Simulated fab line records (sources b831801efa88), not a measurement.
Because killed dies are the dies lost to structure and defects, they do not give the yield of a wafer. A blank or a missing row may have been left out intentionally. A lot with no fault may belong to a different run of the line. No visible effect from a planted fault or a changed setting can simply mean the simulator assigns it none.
fab line records	flow gf180mcu
record lots=5	wafers=15	lastDay=33
route steps=602 shown V5@566 TOP_METAL@567 PASSIVATION@587
lots with no fault: from the same line, run without faults
startH: start of the lot's first displayed wafer, in hours after the record's first day	waitH: hours from the lot's prior step to this one	" as in the row above	L1.1+2: one row covering several wafers at once	- either no value or no given start	* or withheld: withheld	< > ~ a bound
route shown NAME@n: names a module that has steps shown in the file, with the first one's number in the route	usual: mean and standard deviation over wafers with no fault	same: alike in all rows	chamber/n: place in a boat	sites: readings site by site	_std_site: how widely they spread, as a standard deviation	_edge_site: the outer-site mean with the inner-site mean subtracted	radiusMm: for every site, how far away it sits from the centre of the wafer	mask NAME#n: copy n	behind: tool/chamber where the wafer was last shaped	hold: what put the lot on hold/how long, in hours/how the hold closed	device: the transistor (n, p or np) that didn't switch	end of line: the same wafers' tests at the end of the route	for a step that has no rows: nothing shown but its recipe	killed: not the wafer's yield, but the dies lost to structure and defects at the first sort	map: a wafer's dies, x killed, . not, _ none there
set.NAME: the setting as run; set.NAME@STEP: as run at that earlier step	model.NAME: the simulator's own value behind a step, which no gauge read
lots at selected steps of the route; one table per step, one row per wafer
services: the hour from which a tool's chamber was out of use, counted from the record's first day as startH (under 0 if before that day), plus the number of hours and why
## steps
# step GF_V5_CMP_26
# recipe stopOn=SiO2	downForcePsi=3.5	platenRpm=60	tOverpolishS=15	targetThkNm=0	padVelocityMS=0.94248
# usual edgeZonePressureFrac=1.000/0.0048	motorCurrentA=11.3/1.2	overpolishRunS=15.001/0.0089	platenRpm=60.00/0.039	slurryFlowMlMin=150.0/0.46	timeToEndpointS=84/3.4
lot.wafer	tool	chamber	startH	waitH	edgeZonePressureFrac	motorCurrentA	overpolishRunS	platenRpm	slurryFlowMlMin	timeToEndpointS
L074.1	cmp-01	2	644.00	0.1	1.009	10.0	14.992	60.04	151.0	84
L074.6	"	0	"	"	0.994	12.9	14.981	60.01	150.1	79
L074.5	"	1	"	"	1.004	10.4	14.998	60.00	151.3	79
L081.3	cmp-02	0	687.98	0.1	0.997	12.7	14.993	60.01	150.1	83
L081.4	"	1	"	"	0.998	10.8	14.999	59.95	149.9	88
L081.6	"	3	"	"	0.996	10.2	15.007	60.02	150.2	91
L085.1	cmp-01	1	722.34	0.1	0.992	10.7	14.997	60.01	150.3	85
L085.3	"	0	"	"	0.999	12.3	14.997	59.99	150.4	86
L085.5	"	2	"	"	0.997	10.1	14.993	59.98	149.6	89
L086.3	cmp-01	3	724.18	0.0	0.997	11.3	15.011	59.94	149.7	85
L086.2	"	1	"	"	0.998	10.8	15.009	60.04	150.1	83
L086.5	"	0	"	"	0.989	11.6	15.003	59.99	150.1	81
L089.2	cmp-01	2	752.05	0.1	0.998	10.4	14.998	60.01	150.5	85
L089.4	"	1	"	"	0.996	10.9	14.990	59.95	150.7	79
L089.5	"	3	"	"	1.006	11.1	15.000	59.90	149.7	84
# step GF_TOP_METAL_SPUTTER_00
# recipe material=Ti	targetThkNm=37.5	arrivingIonEnergyEv=80	substrateTempC=200	chamberPressurePa=2	powerW=4000	timeS=150
# usual throttleValvePct=30.1/0.81
# same timeS=150
lot.wafer	tool	chamber	startH	waitH	throttleValvePct
L074.1	pvdSputter-02	-	644.20	0.1	28.4
L074.5	"	-	"	"	28.8
L074.6	"	-	"	"	31.0
L081.3	pvdSputter-03	-	688.18	0.1	29.4
L081.4	"	-	"	"	29.1
L081.6	"	-	"	"	30.0
L085.1	pvdSputter-01	-	722.64	0.2	31.4
L085.3	"	-	"	"	30.5
L085.5	"	-	"	"	31.4
L086.2	pvdSputter-03	-	724.48	0.1	29.2
L086.3	"	-	"	"	31.1
L086.5	"	-	"	"	31.0
L089.2	pvdSputter-02	-	752.35	0.2	30.4
L089.4	"	-	"	"	30.2
L089.5	"	-	"	"	29.6
# step GF_TOP_METAL_SPUTTER_01
# recipe material=TiN	targetThkNm=30	powerW=6500	timeS=25	chamberPressurePa=0.4
# usual throttleValvePct=30.1/0.83
# same timeS=25
lot.wafer	tool	chamber	startH	waitH	throttleValvePct
L074.1	pvdSputter-02	-	644.30	0.1	28.6
L074.5	"	-	"	"	28.6
L074.6	"	-	"	"	30.4
L081.3	pvdSputter-03	-	688.28	0.1	29.6
L081.4	"	-	"	"	29.0
L081.6	"	-	"	"	30.0
L085.1	pvdSputter-01	-	722.74	0.1	31.6
L085.3	"	-	"	"	30.4
L085.5	"	-	"	"	31.6
L086.2	pvdSputter-03	-	724.58	0.1	29.3
L086.3	"	-	"	"	31.2
L086.5	"	-	"	"	31.1
L089.2	pvdSputter-02	-	752.45	0.1	30.7
L089.4	"	-	"	"	30.1
L089.5	"	-	"	"	29.6
# step GF_TOP_METAL_SPUTTER_02
# recipe material=AlCu	targetThkNm=900	powerW=10600	chamberPressurePa=0.3	substrateTempC=250	gas=Ar	timeS=47.82
# usual throttleValvePct=30.1/0.83
# same timeS=47.82
lot.wafer	tool	chamber	startH	waitH	throttleValvePct
L074.1	pvdSputter-02	-	644.33	0.0	28.9
L074.5	"	-	"	"	28.7
L074.6	"	-	"	"	30.4
L081.3	pvdSputter-03	-	688.31	0.0	29.5
L081.4	"	-	"	"	29.3
L081.6	"	-	"	"	29.9
L085.1	pvdSputter-01	-	722.77	0.0	31.5
L085.3	"	-	"	"	30.6
L085.5	"	-	"	"	31.5
L086.2	pvdSputter-03	-	724.61	0.0	29.1
L086.3	"	-	"	"	30.9
L086.5	"	-	"	"	31.0
L089.2	pvdSputter-02	-	752.48	0.0	30.6
L089.4	"	-	"	"	30.0
L089.5	"	-	"	"	29.5
# step GF_TOP_METAL_SPUTTER_03
# recipe material=Ti	targetThkNm=5	substrateTempC=300	chamberPressurePa=0.3	powerW=3000	timeS=3.3
# usual throttleValvePct=30.1/0.82
# same timeS=3.3
lot.wafer	tool	chamber	startH	waitH	throttleValvePct
L074.1	pvdSputter-02	-	644.37	0.0	28.6
L074.5	"	-	"	"	28.6
L074.6	"	-	"	"	30.7
L081.3	pvdSputter-03	-	688.36	0.0	29.9
L081.4	"	-	"	"	29.2
L081.6	"	-	"	"	30.1
L085.1	pvdSputter-01	-	722.81	0.0	31.6
L085.3	"	-	"	"	30.7
L085.5	"	-	"	"	31.6
L086.2	pvdSputter-03	-	724.65	0.0	29.3
L086.3	"	-	"	"	31.1
L086.5	"	-	"	"	31.0
L089.2	pvdSputter-02	-	752.52	0.0	30.7
L089.4	"	-	"	"	30.0
L089.5	"	-	"	"	29.3
# step GF_TOP_METAL_SPUTTER_04
# recipe material=TiN	targetThkNm=25	powerW=6500	timeS=20.8	chamberPressurePa=0.4
# usual throttleValvePct=30.1/0.82
# same timeS=20.8
lot.wafer	tool	chamber	startH	waitH	throttleValvePct
L074.1	pvdSputter-02	-	644.39	0.0	28.4
L074.5	"	-	"	"	28.6
L074.6	"	-	"	"	30.7
L081.3	pvdSputter-03	-	688.37	0.0	29.6
L081.4	"	-	"	"	29.3
L081.6	"	-	"	"	29.7
L085.1	pvdSputter-01	-	722.83	0.0	31.5
L085.3	"	-	"	"	30.8
L085.5	"	-	"	"	31.5
L086.2	pvdSputter-03	-	724.67	0.0	29.4
L086.3	"	-	"	"	30.9
L086.5	"	-	"	"	31.1
L089.2	pvdSputter-02	-	752.54	0.0	30.5
L089.4	"	-	"	"	30.2
L089.5	"	-	"	"	29.7
# step GF_TOP_METAL_RS_MEAS_05
# recipe thkMeasGauge=four-point-probe	reads=TiN_of_TOP_METAL_SPUTTER_04+Ti_of_TOP_METAL_SPUTTER_03+AlCu_of_TOP_METAL_SPUTTER_02+TiN_of_TOP_METAL_SPUTTER_01+Ti_of_TOP_METAL_SPUTTER_00
# usual TOP_METAL_ALCU_RS=0.0327/0.00038
lot.wafer	tool	chamber	startH	waitH	TOP_METAL_ALCU_RS[ohm/sq]
L074.1	filmMetro-04	-	644.42	0.0	0.0331
L074.5	"	-	"	"	0.0330
L074.6	"	-	"	"	0.0327
L081.3	filmMetro-02	-	688.44	0.1	0.0317
L081.4	"	-	"	"	0.0326
L081.6	"	-	"	"	0.0322
L085.1	filmMetro-02	-	722.86	0.0	0.0327
L085.3	"	-	"	"	0.0328
L085.5	"	-	"	"	0.0326
L086.2	filmMetro-02	-	724.72	0.0	0.0326
L086.3	"	-	"	"	0.0322
L086.5	"	-	"	"	0.0323
L089.2	filmMetro-02	-	752.59	0.0	0.0326
L089.4	"	-	"	"	0.0325
L089.5	"	-	"	"	0.0325
# step GF_TOP_METAL_THK_MEAS_06
# recipe thkMeasGauge=xrf	reads=AlCu_of_TOP_METAL_SPUTTER_02
# usual TOP_METAL_ALCU_THK=920/12
lot.wafer	tool	chamber	startH	waitH	TOP_METAL_ALCU_THK[nm]
L074.1	filmMetro-04	-	644.54	0.1	911
L074.5	"	-	"	"	916
L074.6	"	-	"	"	920
L081.3	filmMetro-02	-	688.54	0.1	948
L081.4	"	-	"	"	920
L081.6	"	-	"	"	933
L085.1	filmMetro-02	-	722.98	0.1	919
L085.3	"	-	"	"	922
L085.5	"	-	"	"	918
L086.2	filmMetro-02	-	724.83	0.1	923
L086.3	"	-	"	"	938
L086.5	"	-	"	"	934
L089.2	filmMetro-02	-	752.70	0.1	922
L089.4	"	-	"	"	923
L089.5	"	-	"	"	923
# step GF_TOP_METAL_DEHYDRATE_07
# recipe tempC=200	timeS=60
# same timeS=60
lot.wafer	tool	chamber	startH	waitH
L074.1+5+6	lithoTrack-02	0	653.82	9.3
L081.3+4+6	lithoTrack-02	0	697.52	9.0
L085.1+3+5	lithoTrack-03	0	730.91	7.9
L086.2+3+5	lithoTrack-03	0	732.73	7.9
L089.2+4+5	lithoTrack-04	0	760.96	8.2
# step GF_TOP_METAL_HMDS_08
# recipe primeTimeS=60	primeTempC=120
lot.wafer	tool	chamber	startH	waitH
L074.1+5+6	lithoTrack-02	0	653.97	0.1
L081.3+4+6	lithoTrack-02	0	697.67	0.1
L085.1+3+5	lithoTrack-03	0	731.06	0.1
L086.2+3+5	lithoTrack-03	0	732.88	0.1
L089.2+4+5	lithoTrack-04	0	761.11	0.1
# step GF_TOP_METAL_COAT_09
# recipe resist=NOVOLAK	spinRpm=3000	resistThkNm=1500
lot.wafer	tool	chamber	startH	waitH
L074.1+5+6	lithoTrack-02	0	654.12	0.1
L081.3+4+6	lithoTrack-02	0	697.82	0.1
L085.1+3+5	lithoTrack-03	0	731.21	0.1
L086.2+3+5	lithoTrack-03	0	733.03	0.1
L089.2+4+5	lithoTrack-04	0	761.26	0.1
# step GF_TOP_METAL_SOFTBAKE_10
# recipe tempC=90	timeS=60	resist=NOVOLAK
# same timeS=60
lot.wafer	tool	chamber	startH	waitH
L074.1+5+6	lithoTrack-02	0	654.27	0.1
L081.3+4+6	lithoTrack-02	0	697.97	0.1
L085.1+3+5	lithoTrack-03	0	731.36	0.1
L086.2+3+5	lithoTrack-03	0	733.18	0.1
L089.2+4+5	lithoTrack-04	0	761.41	0.1
# step GF_TOP_METAL_EXPOSE_11
# recipe maskId=MetalTop	targetCdNm=440	na=0.6	sourceShape=conventional	sigmaOuter=0.6	doseMj=170
lot.wafer	tool	chamber	startH	waitH	mask
L074.1+5+6	ilineStepper-01	0	-	-	MetalTop#0
L081.3+4+6	ilineStepper-02	0	-	-	MetalTop#0
L085.1+3+5	ilineStepper-02	0	-	-	MetalTop#0
L086.2+3+5	ilineStepper-01	0	-	-	MetalTop#0
L089.2+4+5	ilineStepper-01	0	-	-	MetalTop#0
# step GF_TOP_METAL_PEB_12
# recipe tempC=withheld	timeS=*	resist=NOVOLAK
# same timeS=*
lot.wafer	tool	chamber	startH	waitH
L074.1+5+6	lithoTrack-03	0	-	-
L081.3+4+6	lithoTrack-02	0	-	-
L085.1+3+5	lithoTrack-02	0	-	-
L086.2+3+5	lithoTrack-03	0	-	-
L089.2+4+5	lithoTrack-04	0	-	-
# step GF_TOP_METAL_DEVELOP_13
# recipe developTimeS=60	devTempC=23
lot.wafer	tool	chamber	startH	waitH
L074.1+5+6	lithoTrack-03	0	664.06	0.1
L081.3+4+6	lithoTrack-02	0	707.02	0.1
L085.1+3+5	lithoTrack-02	0	739.82	0.1
L086.2+3+5	lithoTrack-03	0	741.58	0.1
L089.2+4+5	lithoTrack-04	0	768.76	0.1
# step GF_TOP_METAL_CD_MEAS_14
# recipe targetCdNm=440
# usual cdNm=439.8/1.8
lot.wafer	tool	chamber	startH	waitH	cdNm
L074.1	cdSem-01	-	664.21	0.1	438.7
L074.5	"	-	"	"	442.6
L074.6	"	-	"	"	439.3
L081.3	cdSem-01	-	707.16	0.1	436.9
L081.4	"	-	"	"	437.9
L081.6	"	-	"	"	437.6
L085.1	cdSem-02	-	739.97	0.1	439.3
L085.3	"	-	"	"	441.9
L085.5	"	-	"	"	440.9
L086.2	cdSem-02	-	741.73	0.1	435.7
L086.3	"	-	"	"	436.7
L086.5	"	-	"	"	438.5
L089.2	cdSem-01	-	768.90	0.1	438.8
L089.4	"	-	"	"	440.2
L089.5	"	-	"	"	440.9
# step GF_TOP_METAL_OVL_MEAS_15
# usual TOP_METAL_OVL=0.4/1.3
lot.wafer	tool	chamber	startH	waitH	TOP_METAL_OVL[nm]
L074.1	overlay-02	-	664.33	0.1	1.3
L074.5	"	-	"	"	2.2
L074.6	"	-	"	"	2.0
L081.3	overlay-02	-	707.25	0.1	-0.1
L081.4	"	-	"	"	0.8
L081.6	"	-	"	"	0.5
L085.1	overlay-01	-	740.10	0.1	1.7
L085.3	"	-	"	"	1.8
L085.5	"	-	"	"	0.8
L086.2	overlay-02	-	741.83	0.1	-2.5
L086.3	"	-	"	"	-0.1
L086.5	"	-	"	"	-0.8
L089.2	overlay-02	-	769.01	0.1	2.0
L089.4	"	-	"	"	1.2
L089.5	"	-	"	"	0.9
# step GF_TOP_METAL_METAL_ETCH_16
# recipe chemistry=Cl2/BCl3	maskMaterial=NOVOLAK	targetDepthNm=1077.5	stopOn=SiO2	pressureMtorr=8	icpW=800	biasW=140	Cl2_flow_sccm=80	bcl3FlowSccm=40	timeS=179.6
# usual drypumpMotorCurrentA=5.7/0.39	oesProductAu=0.966/0.0063	throttleValvePct=28.257/0.011
# same timeS=179.6
lot.wafer	tool	chamber	startH	waitH	drypumpMotorCurrentA	oesProductAu	rfHoursCounterH	throttleValvePct
L074.1	rieMetal-04	0	664.36	0.0	6.0	0.966	11	28.265
L074.5	"	1	"	"	4.8	0.962	-	28.269
L074.6	"	0	"	"	6.0	0.964	-	28.248
L081.3	rieMetal-02	0	707.33	0.1	5.7	0.968	-	28.242
L081.4	"	1	"	"	5.8	0.963	-	28.253
L081.6	"	1	"	"	5.8	0.974	-	28.241
L085.1	rieMetal-04	1	740.13	0.0	4.8	0.967	7	28.270
L085.3	"	0	"	"	6.0	0.969	-	28.255
L085.5	"	1	"	"	4.8	0.971	-	28.236
L086.2	rieMetal-02	1	741.86	0.0	5.8	0.965	9	28.251
L086.3	"	1	"	"	5.8	0.979	-	28.246
L086.5	"	1	"	"	5.8	0.967	-	28.245
L089.2	rieMetal-04	0	769.04	0.0	6.0	0.958	1	28.258
L089.4	"	0	"	"	6.0	0.973	-	28.259
L089.5	"	1	"	"	4.8	0.964	-	28.258
# step GF_TOP_METAL_STRIP_17
# recipe chemistry=O2/N2	powerW=1400	pressureMtorr=1500	platenTempC=250	o2FlowSccm=3000	n2FlowSccm=300	overashFraction=0.5
# usual drypumpMotorCurrentA=5.72/0.17	heaterPowerW=359/33	oesProductAu=0.710/0.0043	stripTimeToEndpointS=13.45/0.097
lot.wafer	tool	chamber	startH	waitH	drypumpMotorCurrentA	heaterPowerW	oesProductAu	rfHoursCounterH	stripTimeToEndpointS
L074.1	plasmaAsher-04	0	664.54	0.1	5.81	352	0.714	101	13.54
L074.5	"	0	"	"	5.83	353	0.717	-	13.49
L074.6	"	1	"	"	5.75	328	0.713	-	13.63
L081.3	plasmaAsher-03	0	707.48	0.1	5.56	391	0.717	-	13.57
L081.4	"	1	"	"	5.66	351	0.712	-	13.58
L081.6	"	0	"	"	5.56	384	0.713	-	13.49
L085.1	plasmaAsher-02	0	740.31	0.1	6.02	412	0.717	65	13.43
L085.3	"	1	"	"	5.49	349	0.709	-	13.45
L085.5	"	1	"	"	5.52	351	0.716	-	13.39
L086.2	plasmaAsher-02	1	742.04	0.1	5.49	348	0.708	65	13.50
L086.3	"	0	"	"	6.03	412	0.717	-	13.46
L086.5	"	0	"	"	6.03	425	0.711	-	13.52
L089.2	plasmaAsher-04	0	769.21	0.1	5.82	345	0.717	3	13.40
L089.4	"	0	"	"	5.81	341	0.708	-	13.49
L089.5	"	0	"	"	5.81	339	0.719	-	13.38
# step GF_TOP_METAL_STRIP_18
# recipe chemistry=postEtchResidueRemover	timeS=1200	tempC=72.5
# same timeS=1200
lot.wafer	tool	chamber	startH	waitH
L074.1+5+6	wetBench-01	0	664.64	0.1
L081.3+4+6	wetBench-01	3	707.55	0.0
L085.1+3+5	wetBench-03	3	740.41	0.1
L086.2+3+5	wetBench-04	1	742.14	0.1
L089.2+4+5	wetBench-04	0	769.31	0.1
# step GF_TOP_METAL_CLEAN_19
# recipe chemistry=DIW	dry=n2Spin
lot.wafer	tool	chamber	startH	waitH
L074.1+5+6	wetBench-03	2	664.98	0.0
L081.3+4+6	wetBench-04	3	707.89	0.0
L085.1+3+5	wetBench-01	2	740.78	0.0
L086.2+3+5	wetBench-03	1	742.48	0.0
L089.2+4+5	wetBench-03	1	769.65	0.0
# step GF_PASSIVATION_CVD_00
# recipe material=SiO2	targetThkNm=1000	precursor=TEOS	tempC=400	timeS=111.95	rfW=600
# usual heaterPowerOuterW=387/61	heaterPowerW=670/82
# same timeS=111.95
lot.wafer	tool	chamber	startH	waitH	heaterPowerOuterW	heaterPowerW
L074.1	pecvd-03	2	665.07	0.0	370	685
L074.5	"	1	"	"	359	588
L074.6	"	2	"	"	263	543
L081.3	pecvd-04	2	707.99	0.0	380	623
L081.4	"	0	"	"	411	737
L081.6	"	1	"	"	500	818
L085.1	pecvd-02	0	740.88	0.0	280	569
L085.3	"	2	"	"	450	713
L085.5	"	0	"	"	324	624
L086.2	pecvd-03	2	742.57	0.0	372	697
L086.3	"	1	"	"	424	700
L086.5	"	1	"	"	463	743
L089.2	pecvd-03	2	769.74	0.0	295	602
L089.4	"	0	"	"	442	727
L089.5	"	1	"	"	362	605
# step GF_PASSIVATION_THK_MEAS_01
# recipe reads=SiO2_of_PASSIVATION_CVD_00
# usual PASSIVATION_CVD_00_THK=1005/14
lot.wafer	tool	chamber	startH	waitH	PASSIVATION_CVD_00_THK[nm]
L074.1	filmMetro-01	-	665.15	0.0	1000
L074.5	"	-	"	"	995
L074.6	"	-	"	"	1019
L081.3	filmMetro-04	-	708.09	0.1	991
L081.4	"	-	"	"	1022
L081.6	"	-	"	"	1032
L085.1	filmMetro-02	-	740.96	0.0	1010
L085.3	"	-	"	"	993
L085.5	"	-	"	"	1008
L086.2	filmMetro-02	-	742.66	0.0	1008
L086.3	"	-	"	"	999
L086.5	"	-	"	"	1020
L089.2	filmMetro-01	-	769.83	0.0	995
L089.4	"	-	"	"	1017
L089.5	"	-	"	"	993
# step GF_PASSIVATION_CVD_02
# recipe material=Si3N4	targetThkNm=700	timeS=486.18	tempC=400	rfW=450
# usual heaterPowerOuterW=433/59	heaterPowerW=731/75
# same timeS=486.18
lot.wafer	tool	chamber	startH	waitH	heaterPowerOuterW	heaterPowerW
L074.1	pecvd-02	0	665.21	0.1	390	688
L074.5	"	2	"	"	487	741
L074.6	"	1	"	"	389	727
L081.3	pecvd-02	2	708.13	0.0	481	755
L081.4	"	0	"	"	356	638
L081.6	"	1	"	"	436	789
L085.1	pecvd-03	0	741.02	0.1	509	812
L085.3	"	1	"	"	437	690
L085.5	"	2	"	"	415	743
L086.2	pecvd-02	0	742.71	0.0	344	640
L086.3	"	1	"	"	346	649
L086.5	"	1	"	"	384	730
L089.2	pecvd-04	1	769.88	0.0	482	777
L089.4	"	2	"	"	360	609
L089.5	"	0	"	"	391	680
# step GF_PASSIVATION_THK_MEAS_03
# recipe reads=Si3N4_of_PASSIVATION_CVD_02
# usual PASSIVATION_CVD_02_THK=704/8.9
lot.wafer	tool	chamber	startH	waitH	PASSIVATION_CVD_02_THK[nm]
L074.1	filmMetro-02	-	665.50	0.1	690
L074.5	"	-	"	"	710
L074.6	"	-	"	"	710
L081.3	filmMetro-04	-	708.43	0.2	700
L081.4	"	-	"	"	708
L081.6	"	-	"	"	706
L085.1	filmMetro-02	-	741.31	0.1	706
L085.3	"	-	"	"	706
L085.5	"	-	"	"	720
L086.2	filmMetro-01	-	743.01	0.2	691
L086.3	"	-	"	"	703
L086.5	"	-	"	"	714
L089.2	filmMetro-02	-	770.18	0.2	691
L089.4	"	-	"	"	711
L089.5	"	-	"	"	707
# step GF_PASSIVATION_DEHYDRATE_04
# recipe tempC=200	timeS=60
# same timeS=60
lot.wafer	tool	chamber	startH	waitH
L074.1+5+6	lithoTrack-01	0	674.29	8.8
L081.3+4+6	lithoTrack-01	0	717.04	8.6
L085.1+3+5	lithoTrack-01	0	748.84	7.5
L086.2+3+5	lithoTrack-03	0	750.78	7.8
L089.2+4+5	lithoTrack-01	0	777.87	7.7
# step GF_PASSIVATION_HMDS_05
# recipe primeTimeS=60	primeTempC=120
lot.wafer	tool	chamber	startH	waitH
L074.1+5+6	lithoTrack-01	0	674.44	0.1
L081.3+4+6	lithoTrack-01	0	717.19	0.1
L085.1+3+5	lithoTrack-01	0	748.99	0.1
L086.2+3+5	lithoTrack-03	0	750.93	0.1
L089.2+4+5	lithoTrack-01	0	778.02	0.1
# step GF_PASSIVATION_COAT_06
# recipe spinRpm=2000	resistThkNm=4000
lot.wafer	tool	chamber	startH	waitH
L074.1+5+6	lithoTrack-01	0	674.59	0.1
L081.3+4+6	lithoTrack-01	0	717.34	0.1
L085.1+3+5	lithoTrack-01	0	749.14	0.1
L086.2+3+5	lithoTrack-03	0	751.08	0.1
L089.2+4+5	lithoTrack-01	0	778.17	0.1
# step GF_PASSIVATION_SOFTBAKE_07
# recipe tempC=110	timeS=withheld
lot.wafer	tool	chamber	startH	waitH
L074.1+5+6	lithoTrack-01	0	674.74	0.1
L081.3+4+6	lithoTrack-01	0	717.51	0.1
L085.1+3+5	lithoTrack-01	0	749.29	0.1
L086.2+3+5	lithoTrack-03	0	751.24	0.1
L089.2+4+5	lithoTrack-01	0	778.33	0.1
# step GF_PASSIVATION_EXPOSE_08
# recipe maskId=Pad	targetCdNm=40000	na=0.57	doseMj=310
lot.wafer	tool	chamber	startH	waitH	mask
L074.1+5+6	ilineStepper-02	0	-	-	Pad#0
L081.3+4+6	ilineStepper-01	0	-	-	Pad#0
L085.1+3+5	ilineStepper-01	0	-	-	Pad#0
L086.2+3+5	ilineStepper-02	0	-	-	Pad#0
L089.2+4+5	ilineStepper-01	0	-	-	Pad#0
# step GF_PASSIVATION_PEB_09
# recipe tempC=115	timeS=withheld
lot.wafer	tool	chamber	startH	waitH
L074.1+5+6	lithoTrack-03	0	-	-
L081.3+4+6	lithoTrack-02	0	-	-
L085.1+3+5	lithoTrack-02	0	-	-
L086.2+3+5	lithoTrack-02	0	-	-
L089.2+4+5	lithoTrack-01	0	-	-
# step GF_PASSIVATION_DEVELOP_10
# recipe developTimeS=60	devTempC=22.1
lot.wafer	tool	chamber	startH	waitH
L074.1+5+6	lithoTrack-03	0	-	-
L081.3+4+6	lithoTrack-02	0	-	-
L085.1+3+5	lithoTrack-02	0	-	-
L086.2+3+5	lithoTrack-02	0	-	-
L089.2+4+5	lithoTrack-01	0	-	-
# step GF_PASSIVATION_ETCH_11
# recipe chemistry=CF4/O2	targetDepthNm=1800	stopOn=TiN	sourceW=800	biasW=150	pressureMtorr=150	cf4FlowSccm=80	O2_flow_sccm=10	timeS=400
# usual drypumpMotorCurrentA=5.8/0.35	oesProductAu=0.966/0.0078	throttleValvePct=5.959/0.0086
# same timeS=400
lot.wafer	tool	chamber	startH	waitH	drypumpMotorCurrentA	oesProductAu	rfHoursCounterH	throttleValvePct
L074.1	rieDiel-02	2	685.11	-	5.4	0.956	7	5.959
L074.5	"	1	"	"	6.1	0.960	-	5.946
L074.6	"	0	"	"	5.2	0.970	-	5.967
L081.3	rieDiel-03	1	726.22	-	6.0	0.958	5	5.950
L081.4	"	0	"	"	5.5	0.974	9	5.966
L081.6	"	1	"	"	6.0	0.975	-	5.962
L085.1	rieDiel-03	3	757.87	-	5.7	0.963	8	5.959
L085.3	"	1	"	"	6.1	0.956	6	5.952
L085.5	"	2	"	"	5.8	0.979	-	5.961
L086.2	rieDiel-02	1	760.12	-	6.1	0.957	16	5.958
L086.3	"	1	"	"	6.1	0.957	-	5.951
L086.5	"	3	"	"	6.4	0.967	-	5.951
L089.2	rieDiel-04	1	786.44	-	5.2	0.955	35	5.961
L089.4	"	2	"	"	5.4	0.966	20	5.953
L089.5	"	3	"	"	6.0	0.962	-	5.967
# step GF_PASSIVATION_STRIP_12
# recipe chemistry=O2/N2	powerW=1400	pressureMtorr=1500	platenTempC=250	o2FlowSccm=3000	n2FlowSccm=300	overashFraction=0.5
# usual drypumpMotorCurrentA=5.6/0.41	heaterPowerW=363/30	oesProductAu=0.719/0.0044	stripTimeToEndpointS=34.68/0.21
lot.wafer	tool	chamber	startH	waitH	drypumpMotorCurrentA	heaterPowerW	oesProductAu	rfHoursCounterH	stripTimeToEndpointS
L074.1	plasmaAsher-02	1	685.35	0.1	5.5	356	0.719	58	34.64
L074.5	"	1	"	"	5.5	353	0.713	-	34.89
L074.6	"	0	"	"	6.0	419	0.718	-	34.58
L081.3	plasmaAsher-01	0	726.49	0.2	4.8	331	0.719	-	34.43
L081.4	"	1	"	"	5.9	342	0.721	-	34.68
L081.6	"	1	"	"	5.9	355	0.717	-	34.41
L085.1	plasmaAsher-01	1	758.11	0.1	5.9	340	0.715	33	34.83
L085.3	"	1	"	"	5.9	344	0.713	-	34.49
L085.5	"	0	"	"	4.8	331	0.719	-	34.47
L086.2	plasmaAsher-02	0	760.47	0.2	6.0	419	0.728	67	34.65
L086.3	"	1	"	"	5.5	350	0.726	-	34.56
L086.5	"	0	"	"	6.0	420	0.721	-	34.80
L089.2	plasmaAsher-02	1	786.68	0.1	5.5	357	0.720	69	35.12
L089.4	"	0	"	"	6.0	410	0.714	-	34.77
L089.5	"	1	"	"	5.5	343	0.723	-	35.03
# step GF_PASSIVATION_ANNEAL_13
# recipe tempC=400	timeS=1800	ambient=N2/H2	idleTempC=300	rampUpCPerMin=10	rampDownCPerMin=3
# same timeS=1800
lot.wafer	tool	chamber	startH	waitH
L074.1+5+6	furnace-01	0	686.48	1.1
L081.3+4+6	furnace-01	0	726.56	0.0
L085.1+3+5	furnace-01	0	758.21	0.1
L086.2+3+5	furnace-02	0	760.57	0.1
L089.2+4+5	furnace-02	0	786.78	0.1
# step GF_PASSIVATION_BOW_MEAS_14
# recipe mode=bow
# usual PASSIVATION_BOW=135/9.6
lot.wafer	tool	chamber	startH	waitH	PASSIVATION_BOW[um]
L074.1	filmMetro-04	-	687.98	0.0	123
L074.5	"	-	"	"	122
L074.6	"	-	"	"	136
L081.3	filmMetro-02	-	728.15	0.1	131
L081.4	"	-	"	"	128
L081.6	"	-	"	"	133
L085.1	filmMetro-04	-	759.71	0.0	113
L085.3	"	-	"	"	124
L085.5	"	-	"	"	118
L086.2	filmMetro-01	-	762.09	0.0	137
L086.3	"	-	"	"	137
L086.5	"	-	"	"	137
L089.2	filmMetro-04	-	788.30	0.0	150
L089.4	"	-	"	"	137
L089.5	"	-	"	"	132
## services
tool	chamber	startH	hours	kind
furnace-02	-	629.47	76.5	pm
pvdSputter-03	-	634.71	5.6	repair
pecvd-02	-	639.71	2.0	repair
pecvd-04	-	657.22	1.0	repair
rieMetal-02	-	657.66	2.8	pm
rieMetal-04	-	674.75	0.1	repair
rieDiel-03	1	688.16	17.7	repair
rieDiel-02	-	692.88	2.8	pm
plasmaAsher-04	-	700.15	5.6	repair
furnace-01	-	704.21	3.5	pm
furnace-02	-	705.54	7.2	repair
rieMetal-02	1	707.64	1.5	repair
furnace-01	-	710.59	2.8	pm
furnace-02	-	713.39	3.5	pm
rieDiel-02	-	716.36	2.2	repair
furnace-01	-	722.40	3.6	pm
pvdSputter-02	-	726.46	3.6	repair
pvdSputter-03	-	746.27	2.1	repair
ilineStepper-02	-	748.18	1.7	pm
plasmaAsher-02	-	749.00	1.2	repair
pecvd-02	-	763.31	0.6	repair
ilineStepper-01	-	769.64	1.7	pm
ilineStepper-02	-	775.69	0.5	repair
cmp-01	-	779.31	1.0	repair
## key
fault none
